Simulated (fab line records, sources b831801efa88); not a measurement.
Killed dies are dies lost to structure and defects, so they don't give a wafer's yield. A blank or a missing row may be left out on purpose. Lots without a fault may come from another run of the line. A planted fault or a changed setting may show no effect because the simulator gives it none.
A struck lot beside a sound one | flow sky130 | 15 steps out of a route of 708
Sound: wafers L135.1, L135.4, L135.5. Struck: wafers L131.1, L131.2, L131.5. The cause comes at the end.
At each step with rows: each side's tool, then ch and its chambers, then its first start. Under that, the readings that differ: sound wafers | struck wafers | difference of the means | sigmas: that difference in standard deviations of wafers without a fault.
alike: readings whose means differ by less than 2 such deviations, and words and numbers that are the same on both sides. not compared: withheld readings, readings that some wafer has no value for, bounds like >300 that may hide the same value, and numbers for which the record gives no deviation and whose values overlap.
The two part at a step that has a row with sigmas, a row that says differs or no value, or rows on one side only. Numbers that don't overlap but have no deviation are shown without sigmas and don't part them. A reading that every wafer of one side lacks parts them only if that side has two wafers or more.

SKY_SONOS_ONO_THK_MEAS_05:
  sound on film_metro-01, day 17 19:02; struck on film_metro-02, day 16 05:37
  alike: SONOS_ONO_CVD_04_THK
then, 7 steps without rows for these wafers: SKY_SONOS_ONO_DEHYDRATE_06 (time 60 s); SKY_SONOS_ONO_HMDS_07 (prime time 60 s); SKY_SONOS_ONO_COAT_08 (resist thk 1140 nm); SKY_SONOS_ONO_SOFTBAKE_09 (time 60 s); SKY_SONOS_ONO_EXPOSE_10 (exposes mask ONOM, target cd 410 nm); SKY_SONOS_ONO_PEB_11; SKY_SONOS_ONO_DEVELOP_12 (develop time 60 s).
SKY_SONOS_ONO_CD_MEAS_13: target cd 410 nm.
  sound on cd_sem-01, day 19 00:19; struck on cd_sem-02, day 17 08:49
  alike: cd_nm
SKY_SONOS_ONO_OVL_MEAS_14:
  sound on overlay-01, day 19 00:26; struck on overlay-01, day 17 08:56
  alike: SONOS_ONO_OVL
SKY_SONOS_ONO_ETCH_15: etches the open film in CHF3/O2, target depth 19.52 nm, time 7.8 s.
  sound on rie_diel-02 ch 0,1,3, day 19 00:28; struck on rie_diel-02 ch 1,3, day 17 08:58
  alike: drypump_motor_current_A, oes_product_au, throttle_valve_pct
  not compared: rf_hours_counter_h
then, 1 step without rows for these wafers: SKY_SONOS_ONO_WET_ETCH_16 (etches SiO2 in dHF, target depth 14 nm, time 280 s).
SKY_SONOS_ONO_STRIP_17: strips in O2/N2.
  sound on plasma_asher-02 ch 0,1, day 19 00:35; struck on plasma_asher-02 ch 0,1, day 17 09:11
  no value came back on the struck wafers for chamber_pressure_mTorr (mTorr), drypump_motor_current_A (A), oes_product_au (a.u.), strip_time_to_endpoint_s (s); on the sound wafers chamber_pressure_mTorr (mTorr) reads 1499.7 1498.7 1500.2
  reading                                        | sound | struck         | difference | sigmas
  model.NOVOLAK_of_SONOS_ONO_COAT_08.thk_nm (nm) | 0 0 0 | 1124 1121 1122 | +1122      |
  not compared: rf_hours_counter_h
then, 1 step without rows for these wafers: SKY_SONOS_ONO_WET_ETCH_18 (etches Si3N4 in H3PO4, target depth 15 nm, time 172 s).
-- the record jumps here: 32 days lie between the struck wafers' starts before and after (it left off in module SONOS_ONO and takes up again in module PAD_OPEN, whose first step shown is number 708 of the route) --
SKY_PAD_OPEN_PROBE_99:
  sound on prober-01, day 50 02:07; struck on prober-01, day 49 05:53
  reading             | sound    | struck      | difference | sigmas
  killed_at_front_end | 12 17 14 | 400 414 412 | +394       | +99 or more
  killed_dies         | 87 81 89 | 492 492 492 | +406       | +43
  killed_on_rim       | 11 18 23 | 96 96 96    | +79        | +22
  alike: killed_at_M0_to_M3, killed_at_M4_up, killed_at_contacts, killed_at_other, killed_open, killed_short

WHERE THEY PART
First at SKY_SONOS_ONO_STRIP_17; last, within this record, at SKY_PAD_OPEN_PROBE_99.

WHY: what the simulator had put in
Skipped step whole: plasma_asher-02, from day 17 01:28 on, at SKY_SONOS_ONO_STRIP_17. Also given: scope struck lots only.
